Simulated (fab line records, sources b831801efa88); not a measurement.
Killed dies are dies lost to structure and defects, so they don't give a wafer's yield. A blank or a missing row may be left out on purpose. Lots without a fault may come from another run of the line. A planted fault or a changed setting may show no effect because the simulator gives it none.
fab line records | flow sky130
record lots=10 wafers=30 last_day=50
route steps=708 shown VIA3@597 METAL4@598 PAD_OPEN@708
lots that met no fault: from a run of the same line without faults
start_h: hours from the record's first day to the start of the lot's first wafer shown | wait_h: hours since the lot's step before | " the same as in the row above | L1.1+2: a row that stands for several wafers | - no value, or no start given | * or withheld: withheld | < > ~ a bound
route shown NAME@n: a module of which the file shows steps, and the number in the route of the first | usual: mean/standard deviation of fault-free wafers | same: alike in all rows | chamber/n: place in a boat | sites: the reading at each site | _std_site: their standard deviation | _edge_site: outer sites' mean less inner sites' | radius_mm: how far each site lies from the wafer's centre | mask NAME#n: copy n | behind: the tool/chamber that last shaped the wafer | hold: why the lot was held/for how many hours/how that ended | device: the transistor (n, p or np) that didn't switch | end of line: the same wafers' tests at the end of the route | a step without rows: its recipe alone | killed: dies lost to structure and defects at the first sort, not the wafer's yield | map: a wafer's dies, x killed, . not, _ none there
set.NAME: the setting as run; set.NAME@STEP: as run at that earlier step | model.NAME: the simulator's own value behind a step, which no gauge read
steps of the route over a sample of lots; a table a step, a row a wafer
services: from which hour (start_h, from the record's first day; less than 0 if before it) a tool's chamber was out of use, for how many hours, and why
## steps
# step SKY_VIA3_CMP_24
# recipe stop_on=SiO2 t_overpolish_s=20 down_force_psi=3.5 platen_rpm=60 target_thk_nm=0 pad_velocity_m_s=0.94248
# usual motor_current_A=10.6/1 overpolish_run_s=20.000/0.0085 slurry_filter_dp_kPa=13.49/0.14 time_to_endpoint_s=93/3.5
# columns lot.wafer tool chamber start_h wait_h motor_current_A overpolish_run_s slurry_filter_dp_kPa time_to_endpoint_s
L958.4 cmp-01 0 922.42 0.0 9.2 20.003 13.25 93
L958.3 " 1 " " 9.1 20.009 13.62 96
L958.5 " 1 " " 8.9 20.017 13.43 97
L959.3 cmp-02 1 936.64 0.1 10.5 20.005 13.55 91
L959.4 " 2 " " 11.6 19.994 13.30 88
L959.6 " 0 " " 10.5 20.005 13.58 91
L960.3 cmp-01 2 954.72 0.0 11.8 19.991 13.45 94
L960.2 " 3 " " 11.8 19.997 13.25 89
L960.1 " 1 " " 9.2 19.987 13.45 92
L964.2 cmp-02 1 977.76 0.1 10.9 19.997 13.69 88
L964.6 " 3 " " 11.0 19.996 13.32 90
L964.5 " 0 " " 10.7 20.013 13.58 89
L967.3 cmp-01 0 992.01 0.2 8.5 20.008 13.63 86
L967.6 " 2 " " 11.5 19.996 13.46 93
L967.5 " 3 " " 11.2 20.005 13.37 95
L969.3 cmp-02 3 1010.78 0.0 11.0 20.001 13.61 94
L969.2 " 1 " " 11.6 20.006 13.41 90
L969.6 " 3 " " 10.9 20.007 13.59 88
L971.2 cmp-01 2 1024.27 0.0 11.4 19.999 13.61 93
L971.3 " 3 " " 11.3 20.007 13.41 93
L971.6 " 3 " " 11.2 20.010 13.65 96
L974.3 cmp-01 2 1042.72 0.0 11.9 20.001 13.68 91
L974.1 " 3 " " 11.6 19.994 13.51 95
L974.5 " 3 " " 12.4 19.993 13.40 94
L975.2 cmp-02 2 1048.47 0.0 11.8 19.994 13.66 101
L975.1 " 1 " " 10.9 19.996 13.27 96
L975.6 " 3 " " 11.0 19.993 13.58 102
L981.1 cmp-02 1 1081.52 0.2 10.9 19.998 13.44 101
L981.6 " 2 " " 11.3 20.003 13.51 99
L981.5 " 3 " " 11.1 19.995 13.39 95
# step SKY_METAL4_SPUTTER_00
# recipe material=Ti target_thk_nm=15 power_w=3000 time_s=10 chamber_pressure_pa=0.4
# usual cathode_dc_power_W=2999.9/0.48 throttle_valve_pct=30.5/1
# columns lot.wafer tool chamber start_h wait_h cathode_dc_power_W throttle_valve_pct
L958.3 pvd_sputter-01 - 922.72 0.2 2999.6 31.2
L958.4 " - " " 2999.9 31.0
L958.5 " - " " 3000.4 31.4
L959.3 pvd_sputter-01 - 936.89 0.2 3000.4 31.0
L959.4 " - " " 2999.8 31.2
L959.6 " - " " 2999.3 31.6
L960.1 pvd_sputter-01 - 955.02 0.1 3000.5 30.6
L960.2 " - " " 2999.3 31.6
L960.3 " - " " 2999.9 31.3
L964.2 pvd_sputter-03 - 977.96 0.1 2999.6 29.5
L964.5 " - " " 3000.6 27.5
L964.6 " - " " 3000.2 30.8
L967.3 pvd_sputter-02 - 992.21 0.1 2999.9 30.9
L967.5 " - " " 3000.3 29.8
L967.6 " - " " 2998.9 30.4
L969.2 pvd_sputter-01 - 1011.08 0.1 2999.9 31.2
L969.3 " - " " 2999.0 31.3
L969.6 " - " " 3000.7 30.8
L971.2 pvd_sputter-03 - 1024.57 0.2 2999.5 29.3
L971.3 " - " " 2999.9 29.7
L971.6 " - " " 3000.3 29.4
L974.1 pvd_sputter-02 - 1043.02 0.2 3000.4 30.9
L974.3 " - " " 3000.0 30.7
L974.5 " - " " 3000.2 29.5
L975.1 pvd_sputter-02 - 1048.77 0.1 3000.5 30.2
L975.2 " - " " 3000.2 31.1
L975.6 " - " " 3000.3 31.0
L981.1 pvd_sputter-01 - 1081.67 0.1 3000.2 31.4
L981.5 " - " " 3000.7 31.1
L981.6 " - " " 2999.2 31.2
# step SKY_METAL4_SPUTTER_02
# recipe material=AlCu target_thk_nm=735 power_w=10600 time_s=39.1 chamber_pressure_pa=0.4
# usual cathode_dc_power_W=10600/2 throttle_valve_pct=30.5/1
# columns lot.wafer tool chamber start_h wait_h cathode_dc_power_W throttle_valve_pct
L958.3 pvd_sputter-01 - 922.77 0.0 10603 31.3
L958.4 " - " " 10601 31.1
L958.5 " - " " 10600 31.8
L959.3 pvd_sputter-01 - 936.94 0.0 10599 30.9
L959.4 " - " " 10600 31.1
L959.6 " - " " 10598 31.4
L960.1 pvd_sputter-01 - 955.07 0.0 10600 30.7
L960.2 " - " " 10602 31.4
L960.3 " - " " 10600 31.0
L964.2 pvd_sputter-03 - 978.01 0.0 10597 29.3
L964.5 " - " " 10599 27.9
L964.6 " - " " 10600 30.6
L967.3 pvd_sputter-02 - 992.26 0.0 10598 30.7
L967.5 " - " " 10598 29.2
L967.6 " - " " 10602 30.5
L969.2 pvd_sputter-01 - 1011.13 0.0 10598 31.0
L969.3 " - " " 10596 31.3
L969.6 " - " " 10599 30.7
L971.2 pvd_sputter-03 - 1024.62 0.0 10597 29.4
L971.3 " - " " 10597 29.5
L971.6 " - " " 10600 29.2
L974.1 pvd_sputter-02 - 1043.07 0.0 10602 31.1
L974.3 " - " " 10602 30.4
L974.5 " - " " 10598 29.4
L975.1 pvd_sputter-02 - 1048.82 0.0 10605 30.4
L975.2 " - " " 10604 30.7
L975.6 " - " " 10599 31.0
L981.1 pvd_sputter-01 - 1081.71 0.0 10600 31.2
L981.5 " - " " 10596 31.2
L981.6 " - " " 10604 31.3
# step SKY_METAL4_METAL_ETCH_18
# recipe target_depth_a=8450 stop_on=SiO2 over_etch_frac=0.3 time_s=183.1 chemistry=Cl2/BCl3 resist_sidewall_deg=88 pressure_mtorr=10 icp_w=900 bias_w=48.5 Cl2_flow_sccm=60 bcl3_flow_sccm=30
# usual bias_w=48.50/0.16 drypump_motor_current_A=5.5/0.37 oes_product_au=0.868/0.0058 throttle_valve_pct=22.264/0.0087
# same over_etch_frac=0.3
# columns lot.wafer tool chamber start_h wait_h bias_w drypump_motor_current_A oes_product_au rf_hours_counter_h throttle_valve_pct
L958.3 rie_metal-03 1 972.00 0.1 48.35 5.1 0.867 - 22.260
L958.4 " 0 " " 48.67 5.4 0.875 - 22.252
L958.5 " 1 " " 48.40 5.1 0.876 - 22.259
L959.3 rie_metal-03 1 986.18 0.1 48.21 5.1 0.868 - 22.262
L959.4 " 0 " " 48.43 5.4 0.874 - 22.249
L959.6 " 0 " " 48.38 5.4 0.871 - 22.255
L960.1 rie_metal-03 1 1003.34 0.0 48.45 5.1 0.875 17 22.265
L960.2 " 0 " " 48.51 5.4 0.867 21 22.257
L960.3 " 0 " " 48.51 5.4 0.867 - 22.270
L964.2 rie_metal-04 0 1025.56 0.0 48.71 6.0 0.872 10 22.250
L964.5 " 1 " " 48.44 5.8 0.866 - 22.261
L964.6 " 0 " " 48.69 6.0 0.861 - 22.256
L967.3 rie_metal-03 1 1039.47 0.1 48.48 5.1 0.867 - 22.267
L967.5 " 1 " " 48.59 5.1 0.866 - 22.258
L967.6 " 0 " " 48.57 5.4 0.864 - 22.269
L969.2 rie_metal-04 1 1057.01 0.0 48.61 5.8 0.865 15 22.256
L969.3 " 1 " " 48.45 5.8 0.876 - 22.263
L969.6 " 0 " " 48.30 6.0 0.874 - 22.251
L971.2 rie_metal-03 1 1069.42 0.0 48.56 5.1 0.860 21 22.274
L971.3 " 1 " " 48.60 5.1 0.866 - 22.281
L971.6 " 1 " " 48.83 5.1 0.877 - 22.263
L974.1 rie_metal-03 1 1086.71 0.0 59.03 5.1 0.875 24 22.264
L974.3 " 1 " " 59.12 5.1 0.880 - 22.284
L974.5 " 1 " " 59.13 5.1 0.866 - 22.260
L975.1 rie_metal-03 0 1092.09 0.0 48.62 5.4 0.873 0 22.263
L975.2 " 1 " " 59.00 5.1 0.861 25 22.259
L975.6 " 1 " " 58.99 5.1 0.849 - 22.284
L981.1 rie_metal-04 1 1123.06 0.0 48.86 5.8 0.871 22 22.251
L981.5 " 0 " " 48.15 6.0 0.870 - 22.267
L981.6 " 1 " " 48.42 5.8 0.872 - 22.258
# step SKY_METAL4_STRIP_19
# recipe chemistry=O2/N2 power_w=1400 pressure_mtorr=1500 platen_temp_c=withheld o2_flow_sccm=3000 n2_flow_sccm=300 overash_fraction=0.5
# usual drypump_motor_current_A=5.5/0.33 oes_product_au=0.504/0.006 strip_time_to_endpoint_s=6.59/0.079
# columns lot.wafer tool chamber start_h wait_h drypump_motor_current_A oes_product_au rf_hours_counter_h strip_time_to_endpoint_s
L958.3 plasma_asher-02 1 972.15 0.1 5.3 0.497 - 6.59
L958.4 " 0 " " 6.1 0.486 - 6.43
L958.5 " 1 " " 5.3 0.505 - 6.63
L959.3 plasma_asher-02 0 986.33 0.1 6.0 0.503 - 6.64
L959.4 " 1 " " 5.4 0.499 - 6.46
L959.6 " 0 " " 6.0 0.500 - 6.44
L960.1 plasma_asher-02 0 1003.51 0.1 6.0 0.504 57 6.74
L960.2 " 1 " " 5.3 0.501 57 6.54
L960.3 " 1 " " 5.3 0.502 - 6.55
L964.2 plasma_asher-03 0 1025.74 0.1 5.6 0.505 90 6.59
L964.5 " 1 " " 5.7 0.505 - 6.60
L964.6 " 0 " " 5.6 0.504 - 6.56
L967.3 plasma_asher-03 0 1039.62 0.1 5.6 0.504 - 6.63
L967.5 " 0 " " 5.6 0.514 - 6.58
L967.6 " 1 " " 5.7 0.508 - 6.48
L969.2 plasma_asher-03 1 1057.18 0.1 5.7 0.510 92 6.56
L969.3 " 0 " " 5.6 0.506 - 6.56
L969.6 " 0 " " 5.6 0.506 - 6.62
L971.2 plasma_asher-01 0 1069.60 0.1 5.4 0.512 1 6.68
L971.3 " 1 " " 4.9 0.509 - 6.67
L971.6 " 1 " " 4.9 0.503 - 6.63
L974.1 plasma_asher-02 0 1087.06 0.3 6.0 0.489 65 6.13
L974.3 " 1 " " 5.3 0.477 - 6.16
L974.5 " 0 " " 6.0 0.483 - 6.23
L975.1 plasma_asher-02 0 1092.26 0.1 6.0 0.501 66 6.61
L975.2 " 1 " " 5.4 0.483 66 6.17
L975.6 " 0 " " 6.0 0.483 - 6.09
L981.1 plasma_asher-01 1 1123.23 0.1 4.9 0.510 6 6.73
L981.5 " 1 " " 4.9 0.514 - 6.73
L981.6 " 0 " " 5.4 0.510 - 6.63
# step SKY_PAD_OPEN_PROBE_99
# usual defect_limited_yield=82.5/1.8 killed_at_M0_to_M3=43/6.9 killed_at_M4_up=3.1/1.8 killed_at_contacts=24/5.1 killed_at_front_end=15/4.8 killed_at_other=0.3/0.48 killed_dies=86/8.9 killed_open=47/6.8 killed_short=39/6.3 sort_bin_3_pad_short=0.8/0.39 sort_bin_5_function=10.3/1.5 sort_bin_6_memory=6.3/1.1 sort_n_pass=406/8.9 sort_yield_pct=82.5/1.8
# same gross_dies=492 killed_at_back_side=0 sort_bin_4_leakage[%]=0 sort_bin_8_speed[%]=0
# columns lot.wafer tool chamber start_h wait_h defect_limited_yield[%] killed_at_M0_to_M3 killed_at_M4_up killed_at_contacts killed_at_front_end killed_at_other killed_dies killed_open killed_short sort_bin_3_pad_short[%] sort_bin_5_function[%] sort_bin_6_memory[%] sort_n_pass sort_yield_pct[%]
L958.3 prober-02 - 1069.25 0.2 83.1 42 8 21 11 1 83 52 31 0.8 8.1 7.9 409 83.1
L958.4 prober-02 - 1069.30 0.2 83.3 49 1 18 13 1 82 46 36 1.0 9.3 6.3 410 83.3
L958.5 prober-02 - 1069.35 0.2 83.1 38 3 18 24 0 83 49 34 0.8 9.3 6.7 409 83.1
L959.3 prober-01 - 1082.04 0.2 86.4 37 3 19 8 0 67 28 39 0.4 9.3 3.9 425 86.4
L959.4 prober-01 - 1082.09 0.2 84.6 44 4 16 11 1 76 45 31 0.6 8.7 6.1 416 84.6
L959.6 prober-01 - 1082.19 0.2 84.1 44 4 17 13 0 78 32 46 0.8 9.6 5.5 414 84.1
L960.1 prober-02 - 1097.01 0.1 81.3 47 4 23 17 1 92 55 37 0.8 10.8 7.1 400 81.3
L960.2 prober-02 - 1097.06 0.1 81.7 45 0 24 20 1 90 50 40 1.0 11.8 5.5 402 81.7
L960.3 prober-02 - 1097.11 0.2 79.5 52 7 27 15 0 101 55 46 1.0 11.4 8.1 391 79.5
L964.2 prober-02 - 1114.83 0.1 82.3 49 3 20 14 1 87 48 39 0.8 10.4 6.5 405 82.3
L964.5 prober-02 - 1114.98 0.2 82.7 45 3 26 11 0 85 50 33 0.8 9.1 7.3 407 82.7
L964.6 prober-02 - 1115.03 0.2 79.1 45 4 30 24 0 103 58 45 1.0 12.4 7.5 389 79.1
L967.3 prober-01 - 1128.32 0.2 86.2 34 3 20 11 0 68 47 21 0.4 9.6 3.9 424 86.2
L967.5 prober-01 - 1128.42 0.2 84.1 45 3 21 9 0 78 49 29 0.6 8.5 6.7 414 84.1
L967.6 prober-01 - 1128.47 0.2 84.6 46 5 14 11 0 76 40 36 0.8 9.8 4.9 416 84.6
L969.2 prober-01 - 1144.63 0.1 84.6 34 3 27 12 0 76 37 39 2.2 7.9 5.3 416 84.6
L969.3 prober-01 - 1144.68 0.2 81.1 38 2 25 27 1 93 42 51 0.2 11.8 6.9 399 81.1
L969.6 prober-01 - 1144.83 0.2 79.7 40 2 30 26 2 100 50 50 1.4 12.2 6.7 392 79.7
L971.2 prober-01 - 1154.38 0.1 84.6 41 1 16 17 1 76 46 30 0.8 10.4 4.3 416 84.6
L971.3 prober-01 - 1154.43 0.2 80.3 60 1 18 18 0 97 59 38 0.4 13.8 5.5 395 80.3
L971.6 prober-01 - 1154.58 0.2 81.5 43 2 33 12 1 91 54 37 0.6 10.8 7.1 401 81.5
L974.1 prober-02 - 1169.05 0.1 80.7 45 6 28 16 0 95 49 45 0.6 11.6 7.1 397 80.7
L974.3 prober-02 - 1169.15 0.2 83.5 34 0 28 19 0 81 38 43 1.8 9.8 4.9 411 83.5
L974.5 prober-02 - 1169.25 0.2 82.1 45 4 25 14 0 88 48 39 0.6 10.2 7.1 404 82.1
L975.1 prober-01 - 1173.85 0.1 84.8 41 2 16 15 1 75 43 30 0 11.8 3.5 417 84.8
L975.2 prober-01 - 1173.90 0.1 81.1 47 5 23 18 0 93 50 43 0.8 12.4 5.7 399 81.1
L975.6 prober-01 - 1174.10 0.2 86.2 35 2 22 9 0 68 37 31 1.0 7.3 5.5 424 86.2
L981.1 prober-01 - 1197.90 0.1 83.7 39 5 19 17 0 80 37 41 1.0 8.7 6.5 412 83.7
L981.5 prober-01 - 1198.10 0.2 82.3 36 1 29 21 0 87 48 38 0.6 11.2 5.9 405 82.3
L981.6 prober-01 - 1198.15 0.2 84.8 27 3 20 25 0 75 43 32 1.0 8.9 5.3 417 84.8
# killed by level:class
L958.3 VIA1:geometric_particle:open=15 LI_CONTACT:geometric_particle:open=8 CONTACT:geometric_particle:open=5 METAL1:geometric_particle:short=5 FIELD_ISO:geometric_particle:open=4 CONTACT:geometric_particle:short=4 METAL2:geometric_particle:short=4 VIA3:geometric_particle:open=4
L958.4 VIA1:geometric_particle:open=11 METAL1:geometric_particle:short=10 CONTACT:geometric_particle:open=7 VIA2:geometric_particle:open=7 FIELD_ISO:geometric_particle:open=6 VIA3:geometric_particle:open=5 METAL2:geometric_particle:short=5 CONTACT:geometric_particle:short=4
L958.5 VIA1:geometric_particle:open=11 FIELD_ISO:geometric_particle:open=8 POLY_GATE:geometric_particle:open=7 VIA3:geometric_particle:open=6 CONTACT:geometric_particle:short=6 METAL1:geometric_particle:short=5 POLY_GATE:geometric_particle:short=4 LI_CONTACT:geometric_particle:open=4
L959.3 METAL1:geometric_particle:short=8 CONTACT:geometric_particle:open=6 METAL2:geometric_particle:short=6 LI_CONTACT:geometric_particle:open=5 VIA3:geometric_particle:open=5 FIELD_ISO:geometric_particle:short=4 VIA3:geometric_particle:short=4 CONTACT:geometric_particle:short=4
L959.4 VIA1:geometric_particle:open=10 VIA2:geometric_particle:open=10 METAL1:geometric_particle:short=9 LI_CONTACT:geometric_particle:open=6 POLY_GATE:geometric_particle:open=4 CONTACT:geometric_particle:short=4 VIA1:geometric_particle:short=4 VIA3:geometric_particle:open=4
L959.6 VIA1:geometric_particle:open=13 METAL2:geometric_particle:short=7 METAL1:geometric_particle:short=6 FIELD_ISO:geometric_particle:short=5 CONTACT:geometric_particle:open=5 VIA3:geometric_particle:short=4 METAL4:geometric_particle:short=4 LI_CONTACT:geometric_particle:open=4
L960.1 VIA1:geometric_particle:open=10 VIA2:geometric_particle:open=10 VIA3:geometric_particle:open=8 LOCAL_INTERCONNECT:geometric_particle:short=7 CONTACT:geometric_particle:open=7 METAL2:geometric_particle:short=6 FIELD_ISO:geometric_particle:open=5 LI_CONTACT:geometric_particle:open=5
L960.2 VIA1:geometric_particle:short=10 METAL2:geometric_particle:short=9 VIA3:geometric_particle:open=8 VIA1:geometric_particle:open=8 FIELD_ISO:geometric_particle:open=7 LI_CONTACT:geometric_particle:open=6 CONTACT:geometric_particle:open=6 POLY_GATE:geometric_particle:open=5
L960.3 CONTACT:geometric_particle:open=14 VIA3:geometric_particle:open=12 VIA1:geometric_particle:open=11 LI_CONTACT:geometric_particle:open=7 METAL3:geometric_particle:short=6 VIA3:geometric_particle:short=6 METAL2:geometric_particle:short=5 METAL1:geometric_particle:short=5
L964.2 VIA2:geometric_particle:open=14 VIA3:geometric_particle:open=9 VIA1:geometric_particle:open=8 LI_CONTACT:geometric_particle:open=5 FIELD_ISO:geometric_particle:open=4 POLY_GATE:geometric_particle:short=4 CONTACT:geometric_particle:open=4 CONTACT:geometric_particle:short=4
L964.5 VIA1:geometric_particle:open=17 CONTACT:geometric_particle:open=8 METAL2:geometric_particle:short=6 VIA2:geometric_particle:open=6 VIA3:geometric_particle:open=6 LOCAL_INTERCONNECT:geometric_particle:short=5 FIELD_ISO:geometric_particle:short=4 POLY_GATE:geometric_particle:open=4
L964.6 VIA1:geometric_particle:open=11 LI_CONTACT:geometric_particle:open=9 CONTACT:geometric_particle:open=9 FIELD_ISO:geometric_particle:open=8 LOCAL_INTERCONNECT:geometric_particle:short=8 VIA2:geometric_particle:open=7 POLY_GATE:geometric_particle:short=6 VIA1:geometric_particle:short=5
L967.3 VIA1:geometric_particle:open=8 CONTACT:geometric_particle:open=8 VIA3:geometric_particle:open=8 VIA2:geometric_particle:open=7 METAL1:geometric_particle:short=5 FIELD_ISO:geometric_particle:open=4 LI_CONTACT:geometric_particle:open=4 CONTACT:geometric_particle:short=3
L967.5 VIA1:geometric_particle:open=14 VIA2:geometric_particle:open=9 CONTACT:geometric_particle:open=7 VIA3:geometric_particle:open=7 LI_CONTACT:geometric_particle:open=5 VIA1:geometric_particle:short=5 METAL1:geometric_particle:short=5 FIELD_ISO:geometric_particle:short=4
L967.6 VIA1:geometric_particle:open=10 CONTACT:geometric_particle:open=7 METAL1:geometric_particle:short=6 FIELD_ISO:geometric_particle:open=5 VIA1:geometric_particle:short=5 METAL3:geometric_particle:short=5 METAL2:geometric_particle:short=5 VIA3:geometric_particle:open=5
L969.2 CONTACT:geometric_particle:open=8 LI_CONTACT:geometric_particle:open=7 VIA2:geometric_particle:open=7 CONTACT:geometric_particle:short=5 METAL2:geometric_particle:short=5 LOCAL_INTERCONNECT:geometric_particle:short=4 METAL1:geometric_particle:short=4 VIA1:geometric_particle:open=4
L969.3 VIA3:geometric_particle:open=9 FIELD_ISO:geometric_particle:open=8 CONTACT:geometric_particle:open=8 LI_CONTACT:geometric_particle:open=7 METAL1:geometric_particle:short=7 VIA1:geometric_particle:short=6 METAL2:geometric_particle:short=5 SPACER:geometric_particle:open=4
L969.6 CONTACT:geometric_particle:open=10 VIA3:geometric_particle:open=9 POLY_GATE:geometric_particle:short=8 METAL1:geometric_particle:short=7 FIELD_ISO:geometric_particle:short=6 LI_CONTACT:geometric_particle:open=6 VIA2:geometric_particle:open=6 LOCAL_INTERCONNECT:geometric_particle:short=6
L971.2 VIA1:geometric_particle:open=9 VIA2:geometric_particle:open=9 POLY_GATE:geometric_particle:open=7 LI_CONTACT:geometric_particle:open=6 CONTACT:geometric_particle:open=5 VIA1:geometric_particle:short=5 METAL2:geometric_particle:short=5 VIA3:geometric_particle:open=5
L971.3 VIA1:geometric_particle:open=12 VIA2:geometric_particle:open=11 VIA3:geometric_particle:open=8 POLY_GATE:geometric_particle:short=7 CONTACT:geometric_particle:open=7 METAL1:geometric_particle:short=6 LI_CONTACT:geometric_particle:open=6 FIELD_ISO:geometric_particle:open=4
L971.6 CONTACT:geometric_particle:open=15 VIA1:geometric_particle:open=11 VIA2:geometric_particle:open=9 FIELD_ISO:geometric_particle:short=6 LI_CONTACT:geometric_particle:open=6 LOCAL_INTERCONNECT:geometric_particle:short=6 VIA3:geometric_particle:open=5 FIELD_ISO:geometric_particle:open=4
L974.1 CONTACT:geometric_particle:open=11 METAL1:geometric_particle:short=8 VIA1:geometric_particle:open=8 LI_CONTACT:geometric_particle:open=7 METAL2:geometric_particle:short=7 VIA2:geometric_particle:open=6 POLY_GATE:geometric_particle:open=5 CONTACT:geometric_particle:short=5
L974.3 LI_CONTACT:geometric_particle:open=7 LOCAL_INTERCONNECT:geometric_particle:short=6 METAL2:geometric_particle:short=6 CONTACT:geometric_particle:short=6 VIA1:geometric_particle:open=6 VIA3:geometric_particle:open=6 FIELD_ISO:geometric_particle:open=5 CONTACT:geometric_particle:open=5
L974.5 LI_CONTACT:geometric_particle:open=9 VIA2:geometric_particle:open=8 POLY_GATE:geometric_particle:open=7 VIA1:geometric_particle:open=7 LI_CONTACT:geometric_particle:short=5 METAL1:geometric_particle:short=5 METAL2:geometric_particle:short=5 CONTACT:geometric_particle:open=4
L975.1 VIA1:geometric_particle:open=11 VIA3:geometric_particle:open=7 CONTACT:geometric_particle:open=6 VIA2:geometric_particle:open=6 VIA1:geometric_particle:short=5 FIELD_ISO:geometric_particle:open=4 POLY_GATE:geometric_particle:short=4 LI_CONTACT:geometric_particle:short=3
L975.2 VIA1:geometric_particle:open=16 CONTACT:geometric_particle:open=8 VIA2:geometric_particle:open=7 FIELD_ISO:geometric_particle:short=6 METAL1:geometric_particle:short=6 LI_CONTACT:geometric_particle:open=5 CONTACT:geometric_particle:short=5 METAL2:geometric_particle:short=5
L975.6 CONTACT:geometric_particle:open=11 VIA1:geometric_particle:open=7 VIA3:geometric_particle:open=6 LI_CONTACT:geometric_particle:open=5 METAL3:geometric_particle:short=5 CONTACT:geometric_particle:short=4 METAL1:geometric_particle:short=3 VIA2:geometric_particle:open=3
L981.1 METAL2:geometric_particle:short=8 FIELD_ISO:geometric_particle:short=6 VIA3:geometric_particle:open=6 VIA1:geometric_particle:open=6 LI_CONTACT:geometric_particle:open=5 CONTACT:geometric_particle:open=5 VIA2:geometric_particle:open=5 FIELD_ISO:geometric_particle:open=4
L981.5 CONTACT:geometric_particle:open=14 VIA2:geometric_particle:open=9 METAL2:geometric_particle:short=7 CONTACT:geometric_particle:short=6 POLY_GATE:geometric_particle:open=5 POLY_GATE:geometric_particle:short=5 VIA1:geometric_particle:open=5 FIELD_ISO:geometric_particle:open=4
L981.6 LI_CONTACT:geometric_particle:open=9 CONTACT:geometric_particle:open=7 FIELD_ISO:geometric_particle:short=6 POLY_GATE:geometric_particle:open=6 VIA1:geometric_particle:open=6 POLY_GATE:geometric_particle:short=5 FIELD_ISO:geometric_particle:open=4 METAL1:geometric_particle:short=4
## services
# columns tool chamber start_h hours kind
plasma_asher-01 - 900.52 4.5 repair
cmp-01 - 914.89 4.0 pm
cmp-01 - 923.87 5.3 pm
pvd_sputter-01 1 937.04 - consumable_replace:kit
pvd_sputter-01 1 937.04 18.0 scheduled_down
pvd_sputter-02 - 955.71 0.5 repair
plasma_asher-02 - 992.71 0.5 repair
cmp-02 - 996.36 1.1 repair
cmp-02 - 1013.51 3.9 pm
plasma_asher-03 - 1013.91 0.9 repair
plasma_asher-01 - 1021.03 1.9 repair
cmp-01 - 1027.10 0.5 repair
plasma_asher-03 - 1032.98 4.3 pm
plasma_asher-01 - 1033.50 4.4 repair
pvd_sputter-01 - 1036.14 4.4 repair
plasma_asher-02 - 1048.99 0.6 repair
plasma_asher-02 - 1052.70 3.9 repair
plasma_asher-01 - 1055.25 9.0 pm
cmp-01 - 1055.60 0.8 repair
plasma_asher-03 - 1065.66 0.7 repair
cmp-02 - 1084.00 4.0 pm
pvd_sputter-01 - 1088.48 2.2 repair
rie_metal-04 0 1107.61 7.8 repair
cmp-01 - 1112.35 2.2 repair
## key
first_sign step=SKY_METAL4_METAL_ETCH_18 reading=bias_w direction=up sigmas=64 usual=48.50 struck=59.05
effect step=SKY_METAL4_STRIP_19 reading=strip_time_to_endpoint_s direction=down sigmas=5.6 usual=* struck=*
met_at SKY_METAL4_METAL_ETCH_18
struck_lots L974,L975
struck_wafers L974.1,L974.3,L974.5,L975.2,L975.6
not_acting_at SKY_VIA3_CMP_24,SKY_METAL4_SPUTTER_00,SKY_METAL4_SPUTTER_02
onset_between 1069.42 1086.71
fault kind=process_parameter_drift tool=rie_metal-03 chamber=1 onset_h=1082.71 steps=SKY_METAL4_METAL_ETCH_18 channel=bias_w offset=10.58 shape=step end_h=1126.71 acts_in=these_recipes_only stated=48.5
